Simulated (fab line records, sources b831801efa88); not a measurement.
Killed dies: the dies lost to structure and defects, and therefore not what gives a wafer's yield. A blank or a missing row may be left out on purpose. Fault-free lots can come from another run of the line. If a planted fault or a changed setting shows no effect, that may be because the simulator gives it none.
The same fault as seen by 2 desks || flow gf180mcu || numbers are kept per desk, each desk with only its own; the story behind them comes last

== THE METROLOGY DESK ==
What the gauges read, lot by lot, whatever tool the lot ran on: means of the sampled wafers that have a number. The brackets show how far a lot's mean lies from the usual mean; more than 4 standard deviations puts the lot out of limits, marked OUT.
Columns: A = V5_CVD_02_THK at GF_V5_THK_MEAS_03, usual 1444 nm; B = PASSIVATION_BOW at GF_PASSIVATION_BOW_MEAS_14, usual 137 um
{"lot": "L531", "first seen here": "day 26 14:58", "A": 1430, "B": 124}
{"lot": "L535", "first seen here": "day 27 21:07", "A": 1450, "B": 123}
{"lot": "L538", "first seen here": "day 28 14:59", "A": 1436, "B": 143}
{"lot": "L544", "first seen here": "day 31 07:27", "A": 1448, "B": 131}
{"lot": "L545", "first seen here": "day 31 07:50", "A": 1459, "B": 141}
{"lot": "L546", "first seen here": "day 31 08:10", "A": 1437, "B": 133}
{"lot": "L547", "first seen here": "day 31 16:25", "A": 1452, "B": 144}
{"lot": "L549", "first seen here": "day 31 22:35", "A": 1447, "B": 144}
{"lot": "L550", "first seen here": "day 32 04:55", "A": 1447, "B": 139}
{"lot": "L551", "first seen here": "day 32 10:04", "A": 1442, "B": 141}
{"lot": "L552", "first seen here": "day 32 15:56", "A": 1402, "B": 151}
{"lot": "L554", "first seen here": "day 33 05:15", "A": 1422, "B": 134}
Result from this desk: across the 12 lots, nothing is out of limits.

== THE TOOL OWNER'S DESK: cmp-01 ==
The tool's own readings at GF_V5_CMP_26 (polishes, stops on SiO2, t overpolish 15 s, target thk 0 nm): means of the sampled wafers that have a number, for each lot that ran on this tool. The brackets show how far a lot's mean lies from the usual mean; more than 4 standard deviations puts the lot out of limits, marked OUT.
Columns: A = motorCurrentA at GF_V5_CMP_26, usual 11.1 A; B = overpolishRunS at GF_V5_CMP_26, usual 14.999 s; C = timeToEndpointS at GF_V5_CMP_26, usual 86 s
{"lot": "L535", "first seen here": "day 28 18:16", "A": 10.3, "B": 14.999, "C": 88}
{"lot": "L538", "first seen here": "day 29 12:16", "A": 11.2, "B": 14.996, "C": 86}
{"lot": "L547", "first seen here": "day 32 10:57", "A": 11.2, "B": 14.996, "C": 88}
{"lot": "L549", "first seen here": "day 32 17:12", "A": 10.3, "B": 14.997, "C": 86}
{"lot": "L550", "first seen here": "day 32 22:47", "A": 11.3, "B": 14.998, "C": 87}
{"lot": "L551", "first seen here": "day 33 04:10", "A": 11.4, "B": 15.006, "C": 83}
{"lot": "L552", "first seen here": "day 33 10:13", "A": 11.1, "B": 15.000, "C": 84}
{"lot": "L554", "first seen here": "day 33 23:21", "A": 11.1, "B": 14.995, "C": 85}
Result from this desk: across the 8 lots, nothing is out of limits.

== BROUGHT TOGETHER ==
The metrology desk saw nothing out of limits.
The desk of the tool owner found nothing out of limits.

== WHAT WAS PUT IN BY THE SIMULATOR ==
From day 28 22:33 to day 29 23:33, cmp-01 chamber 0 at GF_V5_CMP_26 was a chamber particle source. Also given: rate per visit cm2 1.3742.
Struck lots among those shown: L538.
